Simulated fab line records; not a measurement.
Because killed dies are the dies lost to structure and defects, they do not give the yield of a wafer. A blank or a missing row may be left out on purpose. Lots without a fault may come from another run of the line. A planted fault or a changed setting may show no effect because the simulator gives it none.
What tool caused it? ; flow sfqLine ; 7 lots (20 wafers sampled), 1 step of a 325-step route

## WHAT EACH GAUGE READ, for each wafer
SFQ_INCOMING_BOW_MEAS_900.
lot;measured;on;INCOMING_BOW (um)
L228;day 2 06:00;filmMetro-02;-4 -15 -14
L230;day 2 16:00;filmMetro-02;-8 -1 -6
L232;day 3 02:01;filmMetro-02;2 14 9
L235;day 3 17:00;filmMetro-02;-4 1 2
L240;day 4 18:05;filmMetro-03;7 0
L244;day 5 14:02;filmMetro-04;16 3 3
L247;day 6 05:01;filmMetro-02;4 -1 5

## EACH LOT AND THE TOOL THAT RAN IT (in order: tool; ch and the chambers of the sampled wafers; start)
No process step before these readings appears in the record.

## THE ANSWER, worked out from the rows above alone
Rule: the lots themselves supply what counts as usual. Put in order of their means at a reading, lots are off if they are a third of the lots or fewer, leave a main group of 4 or more, and stand apart from it by a gap of 3 or more times the standard deviation of the main group's means; of several such gaps the widest counts. A main group is skipped when, at the precision printed for the reading in the tables above, its means are all equal. Also off: a lot with no number at a reading for which 4 or more lots have one. The other lots that the step has rows for count as sound.
No lot is off at any reading shown: from this, nothing can be told.

## WHAT THE SIMULATOR HAD PUT IN
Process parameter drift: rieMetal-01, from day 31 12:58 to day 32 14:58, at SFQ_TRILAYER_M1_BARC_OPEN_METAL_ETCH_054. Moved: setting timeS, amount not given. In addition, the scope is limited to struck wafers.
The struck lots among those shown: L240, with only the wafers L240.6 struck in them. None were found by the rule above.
